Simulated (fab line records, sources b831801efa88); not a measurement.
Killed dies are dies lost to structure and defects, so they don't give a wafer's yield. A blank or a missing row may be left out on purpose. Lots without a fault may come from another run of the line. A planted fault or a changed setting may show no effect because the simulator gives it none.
Which tool did it? | flow gf180mcu | 13 lots, 39 wafers sampled, at 5 steps of a route of 602

WHAT THE GAUGES READ, wafer by wafer
GF_V1_THK_MEAS_03.
lot  | measured     | on            | V1_CVD_02_THK (nm)
L602 | day 17 05:19 | film_metro-02 | 851 864 870
L603 | day 17 07:00 | film_metro-04 | 853 853 855
L604 | day 17 21:57 | film_metro-01 | 850 846 857
L606 | day 18 22:32 | film_metro-04 | 849 854 847
L607 | day 19 06:34 | film_metro-02 | 849 841 859
L608 | day 19 13:25 | film_metro-02 | 849 864 845
L610 | day 20 05:34 | film_metro-04 | 843 848 850
L612 | day 20 22:26 | film_metro-01 | 855 859 859
L614 | day 21 19:18 | film_metro-04 | 854 837 871
L617 | day 22 18:34 | film_metro-04 | 807 825 836
L618 | day 22 23:49 | film_metro-01 | 837 857 859
L622 | day 24 05:06 | film_metro-02 | 837 851 847
L625 | day 25 02:31 | film_metro-01 | 833 831 847

WHICH TOOL RAN EACH LOT (tool, then ch and the chambers of the sampled wafers, then the start)
lot  | GF_CONTACT_SPUTTER_22        | GF_CONTACT_SPUTTER_23        | GF_M1_STRIP_17                       | GF_V1_CVD_02
L602 | pvd_sputter-01, day 16 04:49 | pvd_sputter-01, day 16 04:53 | plasma_asher-01 ch 1, day 17 04:34   | pecvd-02 ch 0,1,2, day 17 05:14
L603 | pvd_sputter-02, day 16 07:20 | pvd_sputter-02, day 16 07:23 | plasma_asher-01 ch 0,1, day 17 06:14 | pecvd-04 ch 0,1,2, day 17 06:56
L604 | pvd_sputter-01, day 16 21:10 | pvd_sputter-01, day 16 21:13 | plasma_asher-02 ch 0,1, day 17 21:13 | pecvd-01 ch 0,2, day 17 21:53
L606 | pvd_sputter-04, day 17 20:17 | pvd_sputter-04, day 17 20:20 | plasma_asher-02 ch 0,1, day 18 21:47 | pecvd-04 ch 0,1,2, day 18 22:28
L607 | pvd_sputter-04, day 18 04:16 | pvd_sputter-04, day 18 04:20 | plasma_asher-01 ch 0,1, day 19 05:25 | pecvd-01 ch 0,1, day 19 06:29
L608 | pvd_sputter-01, day 18 11:47 | pvd_sputter-01, day 18 11:51 | plasma_asher-03 ch 0,1, day 19 12:34 | pecvd-04 ch 0,2, day 19 13:20
L610 | pvd_sputter-01, day 19 02:58 | pvd_sputter-01, day 19 03:02 | plasma_asher-03 ch 0,1, day 20 04:49 | pecvd-02 ch 0,1, day 20 05:29
L612 | pvd_sputter-04, day 19 20:02 | pvd_sputter-04, day 19 20:05 | plasma_asher-01 ch 0,1, day 20 21:40 | pecvd-01 ch 1,2, day 20 22:22
L614 | pvd_sputter-01, day 20 16:25 | pvd_sputter-01, day 20 16:29 | plasma_asher-02 ch 0,1, day 21 18:29 | pecvd-04 ch 0,1,2, day 21 19:14
L617 | pvd_sputter-02, day 21 17:26 | pvd_sputter-02, day 21 17:29 | plasma_asher-02 ch 0,1, day 22 17:49 | pecvd-04 ch 0,1,2, day 22 18:29
L618 | pvd_sputter-04, day 21 22:32 | pvd_sputter-04, day 21 22:36 | plasma_asher-03 ch 0,1, day 22 23:04 | pecvd-01 ch 0,1,2, day 22 23:44
L622 | pvd_sputter-04, day 23 05:14 | pvd_sputter-04, day 23 05:17 | plasma_asher-02 ch 0,1, day 24 04:22 | pecvd-01 ch 0,1,2, day 24 05:02
L625 | pvd_sputter-02, day 24 03:00 | pvd_sputter-02, day 24 03:04 | plasma_asher-03 ch 0,1, day 25 01:43 | pecvd-01 ch 0,1, day 25 02:26
- GF_CONTACT_SPUTTER_22: material Ti, target thk 15 nm, time 80.02 s.
- GF_CONTACT_SPUTTER_23: material TiN, target thk 10 nm, time 40 s.
- GF_M1_STRIP_17: strips in O2/N2.
- GF_V1_CVD_02: deposits SiO2 from TEOS, target thk 850 nm, time 94.851 s.

WHAT THE TOOLS THEMSELVES READ (means of the sampled wafers that have a number; where no wafer has one, the mark that the record gives instead)
GF_CONTACT_SPUTTER_22.
lot  | tool           | throttle_valve_pct (%)
L602 | pvd_sputter-01 | 31.3
L603 | pvd_sputter-02 | 30.0
L604 | pvd_sputter-01 | 31.2
L606 | pvd_sputter-04 | 30.5
L607 | pvd_sputter-04 | 30.4
L608 | pvd_sputter-01 | 31.2
L610 | pvd_sputter-01 | 31.4
L612 | pvd_sputter-04 | 30.3
L614 | pvd_sputter-01 | 29.6
L617 | pvd_sputter-02 | 30.3
L618 | pvd_sputter-04 | 29.9
L622 | pvd_sputter-04 | 30.4
L625 | pvd_sputter-02 | 30.6

GF_CONTACT_SPUTTER_23.
lot  | tool           | throttle_valve_pct (%)
L602 | pvd_sputter-01 | 31.4
L603 | pvd_sputter-02 | 29.9
L604 | pvd_sputter-01 | 31.4
L606 | pvd_sputter-04 | 30.5
L607 | pvd_sputter-04 | 30.5
L608 | pvd_sputter-01 | 31.3
L610 | pvd_sputter-01 | 31.4
L612 | pvd_sputter-04 | 30.4
L614 | pvd_sputter-01 | 29.6
L617 | pvd_sputter-02 | 30.1
L618 | pvd_sputter-04 | 29.7
L622 | pvd_sputter-04 | 30.4
L625 | pvd_sputter-02 | 30.7

GF_M1_STRIP_17.
lot  | tool            | drypump_motor_current_A (A) | heater_power_w (W) | oes_product_au (a.u.) | strip_time_to_endpoint_s (s)
L602 | plasma_asher-01 | 4.7                         | 276                | 0.555                 | 7.81
L603 | plasma_asher-01 | 5.0                         | 322                | 0.558                 | 7.86
L604 | plasma_asher-02 | 6.2                         | 292                | 0.558                 | 7.91
L606 | plasma_asher-02 | 5.9                         | 299                | 0.553                 | 7.84
L607 | plasma_asher-01 | 5.3                         | 368                | 0.556                 | 7.93
L608 | plasma_asher-03 | 5.9                         | 334                | 0.553                 | 7.84
L610 | plasma_asher-03 | 5.7                         | 345                | 0.556                 | 7.85
L612 | plasma_asher-01 | 5.4                         | 372                | 0.552                 | 7.81
L614 | plasma_asher-02 | 5.9                         | 302                | 0.556                 | 7.86
L617 | plasma_asher-02 | 5.9                         | 300                | 0.562                 | 7.95
L618 | plasma_asher-03 | 5.8                         | 337                | 0.559                 | 7.85
L622 | plasma_asher-02 | 5.9                         | 297                | 0.554                 | 7.81
L625 | plasma_asher-03 | 5.7                         | 347                | 0.552                 | 7.85

GF_V1_CVD_02.
lot  | tool     | heater_power_w (W) | rf_fwd_power_W (W)
L602 | pecvd-02 | 779                | 595.9
L603 | pecvd-04 | 617                | 599.7
L604 | pecvd-01 | 556                | 595.4
L606 | pecvd-04 | 656                | 596.7
L607 | pecvd-01 | 655                | 598.0
L608 | pecvd-04 | 718                | 598.1
L610 | pecvd-02 | 780                | 597.0
L612 | pecvd-01 | 670                | 595.1
L614 | pecvd-04 | 694                | 597.1
L617 | pecvd-04 | 699                | 563.3
L618 | pecvd-01 | 587                | 594.9
L622 | pecvd-01 | 604                | 596.9
L625 | pecvd-01 | 573                | 596.7

THE ANSWER, worked out from the rows above alone
Rule: what is usual is taken from the lots themselves. Put in order of their means at a reading, lots are off if they are a third of the lots or fewer, leave a main group of 4 or more, and stand apart from it by a gap of 3 or more times the standard deviation of the main group's means; of several such gaps the widest counts. A main group whose means are all the same, to the digits that the tables above print for the reading, isn't used. A lot without any number at a reading at which 4 lots or more have one is off too. The other lots that the step has rows for count as sound. The gauges are gone through in route order, then the tools' own readings, and for those a lot's mean is taken as printed above. The first step at which some lot is off is used, and at that step the reading that is off furthest; a lot without a number counts as furthest.
Off: L617, at GF_V1_CVD_02 (rf_fwd_power_W). The main group: mean 596.8 W, standard deviation 1.3.
A tool fits if, at that step or a process step before it, it ran every lot that is off, and no sound lot after the first of them. One fits: pecvd-04 at GF_V1_CVD_02. Its last sound lot is L614 (day 21 19:14), its first lot that is off L617 (day 22 18:29): a fault that began between those two fits.
The tool's own readings at GF_V1_CVD_02 bear it out: on the lots that are off they differ by more than 5 times the standard deviation of the sound lots' means. rf_fwd_power_W reads 563.3 W there against 596.8 W on the sound lots.

WHAT THE SIMULATOR HAD PUT IN
Process parameter drift: pecvd-04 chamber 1, from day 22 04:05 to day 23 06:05, at GF_V1_CVD_02. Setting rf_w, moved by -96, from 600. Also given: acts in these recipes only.
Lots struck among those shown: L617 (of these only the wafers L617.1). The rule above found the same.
